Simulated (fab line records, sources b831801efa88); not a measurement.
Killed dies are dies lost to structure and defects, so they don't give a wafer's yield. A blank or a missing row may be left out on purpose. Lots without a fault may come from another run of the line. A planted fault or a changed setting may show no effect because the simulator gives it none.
fab line records | flow sky130
record lots=14 wafers=42 last_day=50
route steps=708 shown POLY_GATE@230 LDD_P@262 CONTACT@424
lots that met no fault: from a run of the same line without faults
start_h: hours from the record's first day to the start of the lot's first wafer shown | wait_h: hours since the lot's step before | " the same as in the row above | L1.1+2: a row that stands for several wafers | - no value, or no start given | * or withheld: withheld | < > ~ a bound
route shown NAME@n: a module of which the file shows steps, and the number in the route of the first | usual: mean/standard deviation of fault-free wafers | same: alike in all rows | chamber/n: place in a boat | sites: the reading at each site | _std_site: their standard deviation | _edge_site: outer sites' mean less inner sites' | radius_mm: how far each site lies from the wafer's centre | mask NAME#n: copy n | behind: the tool/chamber that last shaped the wafer | hold: why the lot was held/for how many hours/how that ended | device: the transistor (n, p or np) that didn't switch | end of line: the same wafers' tests at the end of the route | a step without rows: its recipe alone | killed: dies lost to structure and defects at the first sort, not the wafer's yield | map: a wafer's dies, x killed, . not, _ none there
set.NAME: the setting as run; set.NAME@STEP: as run at that earlier step | model.NAME: the simulator's own value behind a step, which no gauge read
steps of the route over a sample of lots; a table a step, a row a wafer
services: from which hour (start_h, from the record's first day; less than 0 if before it) a tool's chamber was out of use, for how many hours, and why
## steps
# step SKY_POLY_GATE_ETCH_16
# recipe stop_on=poly-Si chemistry=CH3F/O2 target=Si3N4 source_w=400 bias_w=80 pressure_mtorr=25 ch3f_flow_sccm=40 O2_flow_sccm=30 time_s=147.5 target_depth_a=750
# usual drypump_motor_current_A=6.0/0.34 oes_product_au=0.639/0.0053 throttle_valve_pct=10.534/0.0089
# columns lot.wafer tool chamber start_h wait_h drypump_motor_current_A oes_product_au rf_hours_counter_h throttle_valve_pct
L292.2 rie_diel-03 3 385.95 0.0 6.2 0.647 71 10.536
L292.3 " 2 " " 5.7 0.639 93 10.520
L292.6 " 2 " " 5.7 0.638 - 10.542
L293.3 rie_diel-03 2 392.40 0.0 5.8 0.636 93 10.522
L293.5 " 0 " " 5.5 0.639 - 10.526
L293.6 " 1 " " 6.0 0.632 - 10.535
L295.2 rie_diel-03 0 401.24 0.0 5.5 0.650 84 10.524
L295.5 " 3 " " 6.2 0.637 - 10.540
L295.6 " 0 " " 5.5 0.644 - 10.532
L296.4 rie_diel-03 0 417.37 0.0 5.5 0.624 84 10.537
L296.5 " 1 " " 6.0 0.637 - 10.541
L296.6 " 2 " " 5.7 0.634 - 10.537
L298.2 rie_diel-01 3 433.57 0.0 5.8 0.633 3 10.541
L298.5 " 3 " " 5.8 0.639 - 10.535
L298.6 " 2 " " 6.5 0.636 - 10.533
L297.1 rie_diel-04 3 436.35 0.0 5.9 0.642 6 10.536
L297.2 " 0 " " 6.6 0.637 9 10.531
L297.3 " 1 " " 6.0 0.638 10 10.541
L300.1 rie_diel-03 2 441.77 0.0 5.8 0.632 94 10.543
L300.4 " 1 " " 6.0 0.635 - 10.522
L300.5 " 2 " " 5.7 0.637 - 10.520
L301.4 rie_diel-04 0 448.14 0.0 6.6 0.637 - 10.532
L301.5 " 3 " " 5.9 0.640 - 10.515
L301.6 " 1 " " 6.0 0.640 - 10.537
L304.2 rie_diel-04 1 486.02 0.0 6.0 0.646 11 10.539
L304.5 " 2 " " 5.5 0.647 - 10.533
L304.6 " 1 " " 6.0 0.649 - 10.557
L309.1 rie_diel-03 3 521.62 0.0 6.2 0.627 74 10.534
L309.2 " 2 " " 5.7 0.640 0 10.547
L309.4 " 3 " " 6.2 0.647 - 10.549
L311.4 rie_diel-03 1 538.70 0.0 6.0 0.641 - 10.534
L311.5 " 2 " " 5.7 0.635 - 10.536
L311.6 " 3 " " 6.2 0.645 - 10.520
L312.3 rie_diel-04 2 543.74 0.0 5.5 0.641 6 10.540
L312.4 " 0 " " 6.6 0.638 - 10.551
L312.6 " 2 " " 5.6 0.646 - 10.527
L314.1 rie_diel-03 2 553.47 0.0 5.8 0.642 1 10.536
L314.2 " 1 " " 6.0 0.637 5 10.531
L314.4 " 0 " " 5.5 0.641 0 10.539
L315.2 rie_diel-03 2 563.54 0.0 5.7 0.644 1 10.542
L315.3 " 3 " " 6.2 0.643 75 10.540
L315.4 " 0 " " 5.5 0.641 0 10.538
# step SKY_LDD_P_CD_MEAS_07
# recipe target_cd_nm=380
# usual cd_nm=378.8/2.2
# columns lot.wafer tool chamber start_h wait_h cd_nm
L292.2 cd_sem-02 - 449.95 0.1 375.8
L292.3 " - " " 376.8
L292.6 " - " " 378.4
L293.3 cd_sem-02 - 457.67 0.1 376.4
L293.5 " - " " 375.7
L293.6 " - " " 377.9
L295.2 cd_sem-02 - 468.05 0.1 377.0
L295.5 " - " " 377.0
L295.6 " - " " 377.7
L296.4 cd_sem-02 - 483.54 0.1 382.7
L296.5 " - " " 381.1
L296.6 " - " " 382.6
L298.2 cd_sem-02 - 499.77 0.1 378.8
L298.5 " - " " 379.9
L298.6 " - " " 378.7
L297.1 cd_sem-02 - 502.28 0.1 381.4
L297.2 " - " " 380.6
L297.3 " - " " 380.9
L300.1 cd_sem-01 - 506.65 0.1 379.7
L300.4 " - " " 379.8
L300.5 " - " " 378.2
L301.4 cd_sem-01 - 513.14 0.1 376.3
L301.5 " - " " 377.7
L301.6 " - " " 379.2
L304.2 cd_sem-02 - 550.57 0.1 374.3
L304.5 " - " " 375.4
L304.6 " - " " 377.1
L309.1 cd_sem-01 - 584.58 0.1 378.1
L309.2 " - " " 380.5
L309.4 " - " " 379.0
L311.4 cd_sem-02 - 601.94 0.1 381.3
L311.5 " - " " 381.0
L311.6 " - " " 383.8
L312.3 cd_sem-01 - 606.82 0.1 375.9
L312.4 " - " " 374.7
L312.6 " - " " 376.4
L314.1 cd_sem-01 - 616.70 0.1 378.6
L314.2 " - " " 378.2
L314.4 " - " " 377.6
L315.2 cd_sem-01 - 626.00 0.1 377.0
L315.3 " - " " 374.9
L315.4 " - " " 378.8
# step SKY_LDD_P_TW_MEAS_11
# usual LDD_P_TW=636/4.8
# columns lot.wafer tool chamber start_h wait_h LDD_P_TW
L292.2 film_metro-02 - 450.35 0.1 635
L292.3 " - " " 633
L292.6 " - " " 638
L293.3 film_metro-03 - 458.06 0.1 636
L293.5 " - " " 633
L293.6 " - " " 630
L295.2 film_metro-02 - 468.45 0.1 633
L295.5 " - " " 629
L295.6 " - " " 630
L296.4 film_metro-04 - 483.91 0.1 646
L296.5 " - " " 641
L296.6 " - " " 641
L298.2 film_metro-02 - 500.16 0.1 638
L298.5 " - " " 633
L298.6 " - " " 633
L297.1 film_metro-04 - 502.68 0.1 636
L297.2 " - " " 640
L297.3 " - " " 640
L300.1 film_metro-04 - 507.05 0.1 645
L300.4 " - " " 642
L300.5 " - " " 641
L301.4 film_metro-04 - 513.51 0.1 639
L301.5 " - " " 641
L301.6 " - " " 642
L304.2 film_metro-04 - 550.96 0.1 635
L304.5 " - " " 638
L304.6 " - " " 637
L309.1 film_metro-03 - 584.98 0.1 632
L309.2 " - " " 636
L309.4 " - " " 638
L311.4 film_metro-03 - 602.31 0.1 629
L311.5 " - " " 631
L311.6 " - " " 634
L312.3 film_metro-04 - 607.20 0.1 637
L312.4 " - " " 642
L312.6 " - " " 641
L314.1 film_metro-04 - 617.10 0.1 645
L314.2 " - " " 642
L314.4 " - " " 646
L315.2 film_metro-04 - 626.39 0.1 640
L315.3 " - " " 641
L315.4 " - " " 636
# step SKY_CONTACT_ETCH_18
# recipe target=Si3N4 chemistry=CHF3/O2 stop_on=TiN source_w=600 bias_w=200 pressure_mtorr=40 chf3_flow_sccm=50 O2_flow_sccm=5 time_s=39 target_depth_a=750
# usual drypump_motor_current_A=6.0/0.36 oes_product_au=0.856/0.0081 throttle_valve_pct=8.794/0.0099
# columns lot.wafer tool chamber start_h wait_h drypump_motor_current_A oes_product_au rf_hours_counter_h throttle_valve_pct
L292.2 rie_diel-03 0 750 - 5.5 0.851 5 8.796
L292.3 " 2 " " 5.8 0.851 6 8.796
L292.6 " 3 751 - 6.2 0.854 - 8.774
L293.3 rie_diel-01 2 761 - 6.5 0.852 22 8.789
L293.5 " 3 " " 5.8 0.861 - 8.779
L293.6 " 0 " " 6.0 0.843 - 8.787
L295.2 rie_diel-03 2 769 - 5.8 0.852 7 8.788
L295.5 " 1 " " 5.9 0.857 - 8.781
L295.6 " 2 " " 5.8 0.861 - 8.803
L296.4 rie_diel-01 2 779 - 6.5 0.852 22 8.777
L296.5 " 1 780 - 6.6 0.850 - 8.785
L296.6 " 2 " " 6.5 0.851 - 8.787
L298.2 rie_diel-01 0 795 - 6.0 0.860 13 8.792
L298.5 " 1 " " 6.6 0.859 - 8.787
L298.6 " 2 " " 6.5 0.861 - 8.786
L297.1 rie_diel-01 3 800 - 5.8 0.856 11 8.787
L297.2 " 2 " " 6.5 0.856 23 8.801
L297.3 " 1 " " 6.6 0.855 9 8.802
L300.1 rie_diel-04 2 801 - 5.6 0.842 12 8.796
L300.4 " 0 " " 6.6 0.852 17 8.815
L300.5 " 2 " " 5.5 0.853 - 8.773
L301.4 rie_diel-01 1 806 - 6.6 0.870 9 8.795
L301.5 " 2 " " 6.5 0.858 - 8.804
L301.6 " 3 " " 5.9 0.846 - 8.802
L304.2 rie_diel-01 0 839 - 6.0 0.852 15 8.785
L304.5 " 1 " " 6.6 0.855 - 8.790
L304.6 " 2 " " 6.5 0.856 - 8.795
L309.1 rie_diel-04 1 869 - 6.0 0.840 21 8.799
L309.2 " 0 " " 6.6 0.854 19 8.780
L309.4 " 3 " " 5.9 0.855 17 8.805
L311.4 rie_diel-03 0 884 - 5.5 0.851 9 8.804
L311.5 " 2 " " 5.8 0.857 - 8.793
L311.6 " 1 " " 6.0 0.847 - 8.799
L312.3 rie_diel-03 3 888 - 6.3 0.856 8 8.780
L312.4 " 0 " " 5.5 0.866 9 8.796
L312.6 " 0 " " 5.5 0.859 - 8.804
L314.1 rie_diel-01 0 895 - 6.0 0.850 17 8.802
L314.2 " 3 " " 5.8 0.846 14 8.781
L314.4 " 0 " " 6.0 0.864 - 8.822
L315.2 rie_diel-03 0 906 - 5.5 0.845 10 8.791
L315.3 " 1 " " 6.0 0.861 16 8.788
L315.4 " 3 " " 6.2 0.866 8 8.776
# step SKY_CONTACT_STRIP_19
# recipe chemistry=O2/N2 power_w=1400 pressure_mtorr=1500 platen_temp_c=withheld o2_flow_sccm=3000 n2_flow_sccm=300 overash_fraction=0.5
# usual drypump_motor_current_A=5.8/0.34 oes_product_au=0.381/0.0052 strip_time_to_endpoint_s=3.618/0.03
# columns lot.wafer tool chamber start_h wait_h drypump_motor_current_A oes_product_au rf_hours_counter_h strip_time_to_endpoint_s
L292.2 plasma_asher-04 0 751.04 - 5.7 0.375 93 3.669
L292.3 " 1 " " 6.3 0.383 - 3.691
L292.6 " 1 " " 6.4 0.386 - 3.651
L293.3 plasma_asher-01 1 761.83 - 5.4 0.382 - 3.635
L293.5 " 0 " " 5.5 0.378 - 3.587
L293.6 " 1 " " 5.4 0.379 - 3.632
L295.2 plasma_asher-03 1 769.42 - 5.9 0.375 58 3.672
L295.5 " 0 " " 5.7 0.378 - 3.672
L295.6 " 1 " " 5.8 0.391 - 3.670
L296.4 plasma_asher-01 0 780.07 - 5.5 0.381 - 3.611
L296.5 " 1 " " 5.4 0.377 - 3.618
L296.6 " 0 " " 5.5 0.386 - 3.618
L298.2 plasma_asher-04 0 795.24 - 5.8 0.378 97 3.601
L298.5 " 1 " " 6.3 0.380 - 3.605
L298.6 " 0 " " 5.8 0.386 - 3.656
L297.1 plasma_asher-04 0 800.10 - 5.8 0.368 98 3.594
L297.2 " 1 " " 6.3 0.382 98 3.613
L297.3 " 1 " " 6.3 0.377 - 3.591
L300.1 plasma_asher-01 1 801.82 - 5.4 0.383 40 3.627
L300.4 " 0 " " 5.5 0.377 - 3.633
L300.5 " 1 " " 5.4 0.377 - 3.596
L301.4 plasma_asher-01 0 807.02 - 5.4 0.380 - 3.613
L301.5 " 1 " " 5.4 0.383 - 3.613
L301.6 " 0 " " 5.5 0.383 - 3.784
L304.2 plasma_asher-01 0 839.47 - 5.5 0.385 44 3.613
L304.5 " 0 " " 5.5 0.381 - 3.579
L304.6 " 1 " " 5.4 0.389 - 3.844
L309.1 plasma_asher-04 1 869.32 - 6.3 0.376 105 3.607
L309.2 " 0 " " 5.7 0.376 105 3.598
L309.4 " 1 " " 6.3 0.377 - 3.603
L311.4 plasma_asher-04 1 884.73 - 6.4 0.384 - 3.614
L311.5 " 0 " " 5.8 0.376 - 3.605
L311.6 " 1 " " 6.4 0.389 - 3.576
L312.3 plasma_asher-04 0 888.73 - 5.8 0.381 - 3.622
L312.4 " 1 " " 6.4 0.383 - 3.666
L312.6 " 0 " " 5.8 0.383 - 3.651
L314.1 plasma_asher-03 1 895.67 - 5.8 0.377 70 3.600
L314.2 " 0 " " 5.7 0.372 70 3.617
L314.4 " 1 " " 5.8 0.389 - 3.652
L315.2 plasma_asher-04 0 906.67 - 5.8 0.378 109 3.626
L315.3 " 1 " " 6.3 0.380 - 3.626
L315.4 " 0 " " 5.8 0.384 - 3.613
## services
# columns tool chamber start_h hours kind
rie_diel-01 3 381.19 4.5 repair
rie_diel-03 - 403.54 4.5 repair
rie_diel-01 - 417.97 1.1 repair
rie_diel-03 3 441.25 1.9 repair
rie_diel-04 2 443.84 4.6 repair
rie_diel-04 - 449.44 0.9 repair
plasma_asher-04 - 455.46 2.9 repair
rie_diel-01 3 531.52 3.7 repair
rie_diel-01 0 555.29 12.3 repair
rie_diel-03 0 589.15 3.6 repair
rie_diel-01 3 596.11 3.0 repair
plasma_asher-04 - 612.49 0.4 repair
rie_diel-03 0 659.65 18.1 repair
rie_diel-01 - 662.94 2.8 pm
rie_diel-01 - 672.02 1.4 repair
rie_diel-01 2 733.81 9.6 repair
rie_diel-03 - 768.23 0.1 repair
rie_diel-03 - 807.88 2.8 pm
rie_diel-01 2 819.21 2.2 repair
rie_diel-01 3 843.97 12.0 repair
rie_diel-01 - 852.38 14.6 pm
rie_diel-03 2 852.70 1.9 repair
rie_diel-01 2 892.24 12.9 repair
rie_diel-01 3 892.91 2.4 repair
## key
first_sign step=SKY_CONTACT_STRIP_19 reading=strip_time_to_endpoint_s direction=up sigmas=6.6 usual=* struck=*
effect none on later readings
met_at SKY_CONTACT_ETCH_18
struck_lots L301,L304
struck_wafers L301.6,L304.6
later_rows_left_out L304.6
sort_left_out L301.6,L304.6
tester_left_out L301,L304
not_acting_at SKY_POLY_GATE_ETCH_16,SKY_LDD_P_CD_MEAS_07,SKY_LDD_P_TW_MEAS_11
onset_between 800 806
fault kind=process_parameter_drift tool=rie_diel-01 chamber=- onset_h=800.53 steps=SKY_CONTACT_ETCH_18 channel=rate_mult offset=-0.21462 shape=step end_h=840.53 scope=struck_wafers_only
# tester_left_out: of these lots the tester's yield and bins aren't shown, on N5 and GAA mostly nor the transistor test; their killed dies are dies lost to structure and defects alone, not to doping, threshold or leakage, so they don't give the yield
# sort_left_out: the simulated sort isn't trusted on such a fault, so these wafers' sort isn't shown, and their yield isn't known
# later_rows_left_out: the simulator's readings of these wafers behind a module that went badly wrong aren't trusted and aren't shown, but for the sort
